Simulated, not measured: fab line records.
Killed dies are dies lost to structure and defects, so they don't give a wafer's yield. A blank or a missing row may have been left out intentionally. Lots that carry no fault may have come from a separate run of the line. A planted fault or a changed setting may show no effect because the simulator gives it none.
fab line records + flow sky130
record
- lots=6
- wafers=18
- last-day=50
route steps=708 shown CAPM@554 METAL3@555 PAD_OPEN@708
lots that met no fault: from a run of the same line without faults
start-h: hours from the record's opening day to when the first of the lot's shown wafers began + wait-h: hours since the lot's step before + " unchanged from the row above + L1.1+2: a single row standing in for several wafers + - no value present, or no start provided + * or withheld: withheld + < > ~ a bound
route shown NAME@n: names a module that has steps shown in the file, with the first one's number in the route + usual: mean and standard deviation over wafers with no fault + same: alike in all rows + chamber/n: place in a boat + sites: readings site by site + _std_site: the values' standard deviation + _edge_site: inner sites' mean taken away from outer sites' mean + radius-mm: how far each site lies from the wafer's centre + mask NAME#n: copy n + behind: the last tool/chamber to shape the wafer + hold: cause of the lot's hold/its duration in hours/its outcome + device: whichever transistor did not switch (one of n, p or np) + end of line: tests run on the same wafers once the route is complete + where a step has no rows: the recipe by itself + killed: not the wafer's yield, but the dies lost to structure and defects at the first sort + map: the dies of a wafer, with x for killed, . for not killed, _ for no die there
set.NAME: the setting the step ran with; set.NAME@STEP: the setting that earlier step ran with + model.NAME: the simulator's own value behind a step, which no gauge read
lots at selected steps of the route; one table per step, one row per wafer
services: when a tool's chamber went out of use (start-h, in hours from the record's first day, below 0 if earlier), for how many hours, and the reason
## steps
# step SKY_CAPM_CLEAN_17
# recipe
- chemistry=O3/DIW
- dry=n2-spin
# step SKY_METAL3_DEHYDRATE_05
# recipe
- temp-c=200
- time-s=60
# step SKY_METAL3_HMDS_06
# recipe
- prime-time-s=60
- prime-temp-c=120
# step SKY_METAL3_COAT_07
# recipe
- resist=BARC
- temp-c=withheld
- time-s=withheld
- spin-rpm=3000
- resist-thk-nm=60
# step SKY_METAL3_COAT_08
# recipe
- resist=KrF-thick
- spin-rpm=3000
- resist-thk-nm=1140
# step SKY_METAL3_SOFTBAKE_09
# recipe
- temp-c=100
- time-s=90
- resist=KrF-thick
# step SKY_METAL3_EXPOSE_10
# recipe
- mask-id=MM3
- na=0.68
- source-shape=annular
- sigma-inner=0.4
- sigma-outer=0.8
- target-cd-nm=300
- dose-mj=28
# step SKY_METAL3_PEB_11
# recipe
- peb-temp-c=withheld
- peb-time-s=withheld
- resist=KrF-thick
# step SKY_METAL3_DEVELOP_12
# recipe
- develop-time-s=60
- resist=KrF-thick
- dev-temp-c=21
# step SKY_METAL3_CD_MEAS_13
# recipe
- target-cd-nm=300
# usual
- cd-nm=299.6/1.3
| lot.wafer | tool      | chamber | start-h | wait-h | cd-nm |
|-----------|-----------|---------|---------|--------|-------|
| L123.2    | cd-sem-01 | -       | 942.03  | -      | 296.7 |
| L123.3    | "         | -       | "       | "      | 298.2 |
| L123.4    | "         | -       | "       | "      | 298.4 |
| L131.2    | cd-sem-01 | -       | 995.15  | -      | 298.4 |
| L131.3    | "         | -       | "       | "      | 299.5 |
| L131.4    | "         | -       | "       | "      | 298.3 |
| L132.1    | cd-sem-01 | -       | 999.96  | -      | 301.4 |
| L132.3    | "         | -       | "       | "      | 300.5 |
| L132.6    | "         | -       | "       | "      | 301.2 |
| L135.3    | cd-sem-01 | -       | 1020.57 | -      | 299.9 |
| L135.4    | "         | -       | "       | "      | 299.4 |
| L135.5    | "         | -       | "       | "      | 299.2 |
| L140.1    | cd-sem-02 | -       | 1053.93 | -      | 300.0 |
| L140.2    | "         | -       | "       | "      | 300.7 |
| L140.3    | "         | -       | "       | "      | 300.6 |
| L142.2    | cd-sem-02 | -       | 1071.93 | -      | 299.9 |
| L142.3    | "         | -       | "       | "      | 298.4 |
| L142.5    | "         | -       | "       | "      | 299.5 |
# step SKY_METAL3_OVL_MEAS_14
# usual
- METAL3_OVL=0/4.6
| lot.wafer | tool       | chamber | start-h | wait-h | METAL3_OVL[nm] |
|-----------|------------|---------|---------|--------|----------------|
| L123.2    | overlay-02 | -       | 942.13  | 0.1    | -3             |
| L123.3    | "          | -       | "       | "      | 1              |
| L123.4    | "          | -       | "       | "      | 4              |
| L131.2    | overlay-01 | -       | 995.26  | 0.1    | 5              |
| L131.3    | "          | -       | "       | "      | 2              |
| L131.4    | "          | -       | "       | "      | 5              |
| L132.1    | overlay-01 | -       | 1000.08 | 0.1    | -5             |
| L132.3    | "          | -       | "       | "      | -6             |
| L132.6    | "          | -       | "       | "      | 4              |
| L135.3    | overlay-01 | -       | 1020.66 | 0.1    | 0              |
| L135.4    | "          | -       | "       | "      | -2             |
| L135.5    | "          | -       | "       | "      | -6             |
| L140.1    | overlay-02 | -       | 1054.05 | 0.1    | 6              |
| L140.2    | "          | -       | "       | "      | 4              |
| L140.3    | "          | -       | "       | "      | 4              |
| L142.2    | overlay-02 | -       | 1072.03 | 0.1    | -2             |
| L142.3    | "          | -       | "       | "      | 1              |
| L142.5    | "          | -       | "       | "      | 5              |
# step SKY_METAL3_DESCUM_15
# recipe
- chemistry=O2
- source-power-w=150
- bias-power-w=0
- pressure-mtorr=10
- temp-c=40
- time-s=8
# usual
- drypump-motor-current-A=5.69/0.24
- oes-product-au=1.000/0.0086
- rf-fwd-power-W=147.3/0.93
| lot.wafer | tool         | chamber | start-h | wait-h | drypump-motor-current-A | oes-product-au | rf-fwd-power-W | rf-hours-counter-h |
|-----------|--------------|---------|---------|--------|-------------------------|----------------|----------------|--------------------|
| L123.2    | rie-metal-03 | 1       | 942.16  | 0.0    | 5.67                    | 0.990          | 146.8          | 11                 |
| L123.3    | "            | 0       | "       | "      | 5.96                    | 0.991          | 146.9          | -                  |
| L123.4    | "            | 1       | "       | "      | 5.65                    | 0.995          | 146.7          | -                  |
| L131.2    | rie-metal-03 | 0       | 995.29  | 0.0    | 5.91                    | 0.990          | 147.3          | 17                 |
| L131.3    | "            | 0       | "       | "      | 5.96                    | 0.988          | 147.1          | -                  |
| L131.4    | "            | 1       | "       | "      | 5.68                    | 1.005          | 146.9          | -                  |
| L132.1    | rie-metal-01 | 0       | 1000.11 | 0.0    | 5.39                    | 1.020          | 146.4          | 18                 |
| L132.3    | "            | 0       | "       | "      | 5.40                    | 1.015          | 146.3          | -                  |
| L132.6    | "            | 1       | "       | "      | 5.84                    | 1.001          | 148.5          | -                  |
| L135.3    | rie-metal-03 | 0       | 1020.70 | 0.0    | 5.94                    | 0.996          | 146.3          | -                  |
| L135.4    | "            | 1       | "       | "      | 5.66                    | 0.998          | 147.3          | -                  |
| L135.5    | "            | 1       | "       | "      | 5.67                    | 1.003          | 147.0          | -                  |
| L140.1    | rie-metal-04 | 1       | 1054.09 | 0.0    | 5.91                    | 0.999          | 148.8          | 15                 |
| L140.2    | "            | 0       | "       | "      | 5.40                    | 0.995          | 146.4          | 13                 |
| L140.3    | "            | 1       | "       | "      | 5.91                    | 1.001          | 148.9          | -                  |
| L142.2    | rie-metal-04 | 0       | 1072.06 | 0.0    | 5.45                    | 0.999          | 147.6          | 15                 |
| L142.3    | "            | 0       | "       | "      | 5.41                    | 0.988          | 147.0          | -                  |
| L142.5    | "            | 0       | "       | "      | 5.43                    | 0.999          | 146.9          | -                  |
# step SKY_METAL3_ETCH_16
# recipe
- chemistry=N2/H2
- target=BARC
- ion-energy-ev=200
- bias-w=100
- pressure-mtorr=30
- n2-flow-sccm=100
- h2-flow-sccm=200
- icp-w=500
- stop-on=SiO2
- time-s=88.2
- target-depth-a=600
# usual
- drypump-motor-current-A=5.70/0.24
- oes-product-au=0.625/0.0042
- rf-fwd-power-W=496.8/1.9
- throttle-valve-pct=13.205/0.009
| lot.wafer | tool         | chamber | start-h | wait-h | drypump-motor-current-A | oes-product-au | rf-fwd-power-W | rf-hours-counter-h | throttle-valve-pct | model.KrF-thick_of_METAL3_COAT_08.thk-nm | model.METAL3.cd-nm | model.SiO2_of_CAPM_CVD_00.thk-nm |
|-----------|--------------|---------|---------|--------|-------------------------|----------------|----------------|--------------------|--------------------|------------------------------------------|--------------------|----------------------------------|
| L123.2    | rie-metal-03 | 1       | 942.19  | 0.0    | 5.69                    | 0.628          | 497.2          | 11                 | 13.199             | 1073                                     | 296.3              | 15.4                             |
| L123.3    | "            | 0       | "       | "      | 5.90                    | 0.627          | 494.9          | -                  | 13.205             | 1070                                     | 299.2              | 15.34                            |
| L123.4    | "            | 1       | "       | "      | 5.68                    | 0.628          | 497.9          | -                  | 13.213             | 1076                                     | 297.6              | 15.54                            |
| L131.2    | rie-metal-03 | 0       | 995.33  | 0.0    | 5.91                    | 0.636          | 576.3          | 18                 | 13.202             | 1068                                     | 295.4              | 14.85                            |
| L131.3    | "            | 0       | "       | "      | 5.97                    | 0.623          | 576.4          | -                  | 13.204             | 1066                                     | 297.6              | 14.61                            |
| L131.4    | "            | 1       | "       | "      | 5.68                    | 0.627          | 577.0          | -                  | 13.207             | 1070                                     | 294.2              | 14.73                            |
| L132.1    | rie-metal-01 | 0       | 1000.14 | 0.0    | 5.40                    | 0.624          | 494.3          | 18                 | 13.220             | 1077                                     | 303.2              | 15.1                             |
| L132.3    | "            | 0       | "       | "      | 5.35                    | 0.623          | 493.6          | -                  | 13.211             | 1074                                     | 301.4              | 15.1                             |
| L132.6    | "            | 1       | "       | "      | 5.86                    | 0.626          | 497.3          | -                  | 13.216             | 1075                                     | 300.8              | 15.23                            |
| L135.3    | rie-metal-03 | 0       | 1020.77 | 0.1    | 5.93                    | 0.621          | 575.3          | -                  | 13.215             | 1073                                     | 298.3              | 14.83                            |
| L135.4    | "            | 1       | "       | "      | 5.66                    | 0.628          | 581.2          | -                  | 13.220             | 1076                                     | 295.7              | 15.06                            |
| L135.5    | "            | 1       | "       | "      | 5.68                    | 0.620          | 579.9          | -                  | 13.206             | 1075                                     | 295.2              | 15.07                            |
| L140.1    | rie-metal-04 | 1       | 1054.12 | 0.0    | 5.95                    | 0.629          | 498.8          | 15                 | 13.206             | 1073                                     | 298.8              | 15.31                            |
| L140.2    | "            | 0       | "       | "      | 5.40                    | 0.618          | 494.8          | 13                 | 13.200             | 1072                                     | 302                | 15.41                            |
| L140.3    | "            | 1       | "       | "      | 5.93                    | 0.631          | 499.3          | -                  | 13.207             | 1075                                     | 301                | 15.53                            |
| L142.2    | rie-metal-04 | 0       | 1072.10 | 0.0    | 5.36                    | 0.627          | 494.1          | 15                 | 13.221             | 1076                                     | 300.8              | 15.31                            |
| L142.3    | "            | 0       | "       | "      | 5.40                    | 0.625          | 496.5          | -                  | 13.202             | 1078                                     | 299.3              | 15.39                            |
| L142.5    | "            | 0       | "       | "      | 5.43                    | 0.625          | 496.6          | -                  | 13.199             | 1078                                     | 300                | 15.34                            |
# step SKY_METAL3_ETCH_17
# recipe
- target=SiO2
- stop-on=TiN
- chemistry=C4F8/O2/Ar
- source-w=1500
- bias-w=1200
- pressure-mtorr=40
- c4f8-flow-sccm=withheld
- O2_flow_sccm=6
- Ar_flow_sccm=300
- time-s=3.9
- target-depth-a=150
# usual
- oes-product-au=0.751/0.006
- rf-fwd-power-W=1467/8.1
| lot.wafer | tool        | chamber | start-h | wait-h | oes-product-au | rf-fwd-power-W | rf-hours-counter-h | model.METAL3.cd-nm |
|-----------|-------------|---------|---------|--------|----------------|----------------|--------------------|--------------------|
| L123.2    | rie-diel-03 | 0       | 942.29  | 0.1    | 0.749          | 1472           | 0                  | 296.3              |
| L123.3    | "           | 2       | "       | "      | 0.749          | 1484           | 2                  | 299.1              |
| L123.4    | "           | 3       | "       | "      | 0.750          | 1472           | 15                 | 297.6              |
| L131.2    | rie-diel-03 | 0       | 995.46  | 0.1    | 0.743          | 1477           | 2                  | 295.4              |
| L131.3    | "           | 2       | "       | "      | 0.734          | 1482           | 4                  | 297.5              |
| L131.4    | "           | 3       | "       | "      | 0.737          | 1468           | 16                 | 294.2              |
| L132.1    | rie-diel-01 | 3       | 1000.24 | 0.1    | 0.741          | 1474           | 10                 | 303.2              |
| L132.3    | "           | 0       | "       | "      | 0.740          | 1464           | 14                 | 301.4              |
| L132.6    | "           | 1       | "       | "      | 0.755          | 1460           | -                  | 300.8              |
| L135.3    | rie-diel-01 | 1       | 1020.86 | 0.0    | 0.742          | 1468           | 5                  | 298.3              |
| L135.4    | "           | 2       | "       | "      | 0.739          | 1467           | 20                 | 295.6              |
| L135.5    | "           | 0       | "       | "      | 0.741          | 1461           | -                  | 295.2              |
| L140.1    | rie-diel-01 | 3       | 1054.22 | 0.1    | 0.749          | 1462           | 12                 | 298.9              |
| L140.2    | "           | 0       | "       | "      | 0.747          | 1460           | 15                 | 302                |
| L140.3    | "           | 2       | "       | "      | 0.749          | 1461           | 21                 | 300.9              |
| L142.2    | rie-diel-03 | 0       | 1072.19 | 0.1    | 0.747          | 1477           | 5                  | 300.8              |
| L142.3    | "           | 3       | "       | "      | 0.751          | 1480           | 19                 | 299.4              |
| L142.5    | "           | 0       | "       | "      | 0.753          | 1470           | -                  | 300                |
# step SKY_METAL3_METAL_ETCH_18
# recipe
- target-depth-a=8450
- stop-on=SiO2
- over-etch-frac=0.3
- time-s=183.1
- chemistry=Cl2/BCl3
- resist-sidewall-deg=88
- pressure-mtorr=10
- icp-w=900
- bias-w=48.5
- Cl2_flow_sccm=60
- bcl3-flow-sccm=30
# usual
- drypump-motor-current-A=5.71/0.23
- oes-product-au=0.869/0.0059
- rf-fwd-power-W=897.6/2.8
- throttle-valve-pct=22.265/0.0094
| lot.wafer | tool         | chamber | start-h | wait-h | drypump-motor-current-A | oes-product-au | rf-fwd-power-W | rf-hours-counter-h | throttle-valve-pct |
|-----------|--------------|---------|---------|--------|-------------------------|----------------|----------------|--------------------|--------------------|
| L123.2    | rie-metal-01 | 0       | 942.31  | 0.0    | 5.41                    | 0.870          | 894.8          | 14                 | 22.270             |
| L123.3    | "            | 1       | "       | "      | 5.88                    | 0.872          | 896.4          | -                  | 22.253             |
| L123.4    | "            | 0       | "       | "      | 5.40                    | 0.878          | 895.9          | -                  | 22.259             |
| L131.2    | rie-metal-04 | 1       | 995.48  | 0.0    | 5.95                    | 0.872          | 901.8          | 11                 | 22.253             |
| L131.3    | "            | 1       | "       | "      | 5.97                    | 0.871          | 897.5          | -                  | 22.246             |
| L131.4    | "            | 0       | "       | "      | 5.43                    | 0.863          | 891.3          | -                  | 22.252             |
| L132.1    | rie-metal-03 | 0       | 1000.26 | 0.0    | 5.96                    | 0.874          | 896.0          | 18                 | 22.253             |
| L132.3    | "            | 1       | "       | "      | 5.67                    | 0.876          | 893.8          | -                  | 22.251             |
| L132.6    | "            | 1       | "       | "      | 5.67                    | 0.874          | 895.8          | -                  | 22.258             |
| L135.3    | rie-metal-01 | 1       | 1020.94 | 0.1    | 5.86                    | 0.865          | 900.4          | -                  | 22.258             |
| L135.4    | "            | 0       | "       | "      | 5.39                    | 0.868          | 898.1          | -                  | 22.247             |
| L135.5    | "            | 1       | "       | "      | 5.86                    | 0.867          | 897.6          | -                  | 22.255             |
| L140.1    | rie-metal-01 | 1       | 1054.24 | 0.0    | 5.87                    | 0.864          | 899.0          | 18                 | 22.267             |
| L140.2    | "            | 0       | "       | "      | 5.38                    | 0.863          | 898.3          | 20                 | 22.254             |
| L140.3    | "            | 0       | "       | "      | 5.35                    | 0.872          | 899.3          | -                  | 22.260             |
| L142.2    | rie-metal-03 | 0       | 1072.21 | 0.0    | 5.95                    | 0.877          | 895.9          | 23                 | 22.274             |
| L142.3    | "            | 0       | "       | "      | 5.91                    | 0.874          | 896.0          | -                  | 22.270             |
| L142.5    | "            | 0       | "       | "      | 5.95                    | 0.878          | 896.4          | -                  | 22.249             |
# step SKY_PAD_OPEN_PROBE_99
# usual
- defect-limited-yield=82.8/2
- killed_at_M0_to_M3=43/7.2
- killed_at_M4_up=3.0/2
- killed-at-contacts=24/5.5
- killed-at-front-end=15/4.2
- killed-at-other=0.3/0.51
- killed-dies=85/10
- killed-open=46/7.3
- killed-short=38/6.4
- sort_bin_3_pad_short=0.9/0.42
- sort_bin_5_function=10.3/1.5
- sort_bin_6_memory=6.0/1.2
- sort-n-pass=407/10
- sort-yield-pct=82.8/2
# same
- gross-dies=492
- killed-at-back-side=0
- sort_bin_4_leakage[%]=0
- sort_bin_8_speed[%]=0
| lot.wafer | tool      | chamber | start-h | wait-h | defect-limited-yield[%] | killed_at_M0_to_M3 | killed_at_M4_up | killed-at-contacts | killed-at-front-end | killed-at-other | killed-dies | killed-open | killed-short | sort_bin_3_pad_short[%] | sort_bin_5_function[%] | sort_bin_6_memory[%] | sort-n-pass | sort-yield-pct[%] |
|-----------|-----------|---------|---------|--------|-------------------------|--------------------|-----------------|--------------------|---------------------|-----------------|-------------|-------------|--------------|-------------------------|------------------------|----------------------|-------------|-------------------|
| L123.2    | prober-02 | -       | 1111.30 | 0.1    | 82.5                    | 40                 | 1               | 22                 | 23                  | 0               | 86          | 48          | 38           | 0.8                     | 10.0                   | 6.7                  | 406         | 82.5              |
| L123.3    | prober-02 | -       | 1111.35 | 0.2    | 81.1                    | 40                 | 7               | 27                 | 19                  | 0               | 93          | 55          | 38           | 0.8                     | 13.6                   | 4.5                  | 399         | 81.1              |
| L123.4    | prober-02 | -       | 1111.40 | 0.2    | 82.3                    | 42                 | 6               | 21                 | 18                  | 0               | 87          | 36          | 51           | 2.2                     | 9.6                    | 5.9                  | 405         | 82.3              |
| L131.2    | prober-01 | -       | 1152.69 | 0.1    | 84.6                    | 37                 | 5               | 19                 | 15                  | 0               | 76          | 31          | 45           | 1.2                     | 7.5                    | 6.7                  | 416         | 84.6              |
| L131.3    | prober-01 | -       | 1152.74 | 0.2    | 84.8                    | 38                 | 4               | 23                 | 10                  | 0               | 75          | 42          | 33           | 0.6                     | 8.9                    | 5.7                  | 417         | 84.8              |
| L131.4    | prober-01 | -       | 1152.79 | 0.2    | 83.1                    | 45                 | 7               | 19                 | 12                  | 0               | 83          | 51          | 32           | 1.0                     | 10.0                   | 5.9                  | 409         | 83.1              |
| L135.3    | prober-01 | -       | 1174.18 | 0.2    | 82.1                    | 45                 | 4               | 25                 | 14                  | 0               | 88          | 52          | 36           | 1.2                     | 9.3                    | 7.3                  | 404         | 82.1              |
| L135.4    | prober-01 | -       | 1174.23 | 0.2    | 87.2                    | 26                 | 2               | 23                 | 12                  | 0               | 63          | 31          | 32           | 0.4                     | 8.7                    | 3.7                  | 429         | 87.2              |
| L135.5    | prober-01 | -       | 1174.28 | 0.2    | 78.7                    | 49                 | 3               | 30                 | 23                  | 0               | 105         | 59          | 46           | 0.6                     | 13.2                   | 7.5                  | 387         | 78.7              |
# killed by level:class
L123.2 VIA2:geometric-particle:open=10 FIELD_ISO:geometric-particle:short=9 METAL2:geometric-particle:short=9 CONTACT:geometric-particle:open=8 LI_CONTACT:geometric-particle:open=6 VIA1:geometric-particle:open=6 FIELD_ISO:geometric-particle:open=5 CONTACT:geometric-particle:short=4
L123.3 CONTACT:geometric-particle:open=12 LI_CONTACT:geometric-particle:open=8 VIA1:geometric-particle:open=7 VIA2:geometric-particle:open=6 VIA3:geometric-particle:open=6 FIELD_ISO:geometric-particle:short=5 FIELD_ISO:geometric-particle:open=5 METAL4:geometric-particle:short=5
L123.4 METAL2:geometric-particle:short=10 FIELD_ISO:geometric-particle:short=9 CONTACT:geometric-particle:open=8 VIA1:geometric-particle:open=8 CONTACT:geometric-particle:short=7 VIA2:geometric-particle:open=7 POLY_GATE:geometric-particle:short=4 METAL1:geometric-particle:short=4
L131.2 VIA1:geometric-particle:open=7 METAL2:geometric-particle:short=6 CONTACT:geometric-particle:short=6 LI_CONTACT:geometric-particle:open=5 POLY_GATE:geometric-particle:short=5 LOCAL_INTERCONNECT:geometric-particle:short=5 METAL3:geometric-particle:short=5 VIA2:geometric-particle:open=5
L131.3 CONTACT:geometric-particle:open=9 LI_CONTACT:geometric-particle:open=7 VIA1:geometric-particle:open=7 VIA1:geometric-particle:short=6 VIA2:geometric-particle:open=6 LOCAL_INTERCONNECT:geometric-particle:short=5 METAL2:geometric-particle:short=4 VIA3:geometric-particle:open=4
L131.4 VIA1:geometric-particle:open=13 CONTACT:geometric-particle:open=11 METAL2:geometric-particle:short=6 VIA1:geometric-particle:short=5 VIA2:geometric-particle:open=5 METAL1:geometric-particle:short=4 POLY_GATE:geometric-particle:open=4 LI_CONTACT:geometric-particle:open=4
L135.3 LI_CONTACT:geometric-particle:open=12 VIA2:geometric-particle:open=9 VIA1:geometric-particle:open=8 POLY_GATE:geometric-particle:short=6 METAL1:geometric-particle:open=5 VIA2:geometric-particle:short=5 VIA3:geometric-particle:open=5 METAL3:geometric-particle:short=4
L135.4 CONTACT:geometric-particle:open=9 METAL1:geometric-particle:short=6 VIA1:geometric-particle:short=5 METAL2:geometric-particle:short=5 LI_CONTACT:geometric-particle:open=4 CONTACT:geometric-particle:short=4 VIA1:geometric-particle:open=4 VIA2:geometric-particle:open=4
L135.5 VIA1:geometric-particle:open=16 LI_CONTACT:geometric-particle:open=12 CONTACT:geometric-particle:open=9 FIELD_ISO:geometric-particle:open=7 CONTACT:geometric-particle:short=6 METAL2:geometric-particle:short=6 VIA3:geometric-particle:open=6 FIELD_ISO:geometric-particle:short=5
## services
| tool         | chamber | start-h | hours | kind           |
|--------------|---------|---------|-------|----------------|
| rie-diel-03  | 0       | 927.00  | -     | clean          |
| rie-diel-03  | 0       | 927.00  | 14.4  | scheduled-down |
| rie-diel-03  | 0       | 927.00  | 14.4  | vent-cycle     |
| rie-diel-03  | 2       | 934.23  | 3.7   | repair         |
| rie-diel-03  | -       | 955.93  | 1.2   | repair         |
| rie-diel-03  | 3       | 966.75  | 7.6   | repair         |
| rie-metal-01 | 1       | 1033.72 | 3.0   | repair         |
| rie-diel-01  | 1       | 1048.36 | 14.6  | repair         |
| rie-metal-01 | 0       | 1066.70 | 48.3  | repair         |
## key
first-sign
- step=SKY_METAL3_ETCH_16
- reading=rf-fwd-power-W
- direction=up
- sigmas=42
- usual=496.8
- struck=577.7
effect none on later readings
model-effect
- step=SKY_METAL3_ETCH_16
- value=KrF-thick_of_METAL3_COAT_08.thk-nm
- without=1079
- struck=1071
model-effect
- step=SKY_METAL3_ETCH_17
- value=METAL3.cd-nm
- without=298.7
- struck=296
met-at SKY_METAL3_ETCH_16
struck-wafers L131.2,L131.3,L131.4,L135.3,L135.4,L135.5
onset-between 942.19 995.33
fault
- kind=process-parameter-drift
- tool=rie-metal-03
- chamber=-
- onset-h=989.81
- steps=SKY_METAL3_ETCH_16
- channel=icp-w
- offset=80
- shape=step
- end-h=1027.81
- acts-in=these-recipes-only
- stated=500
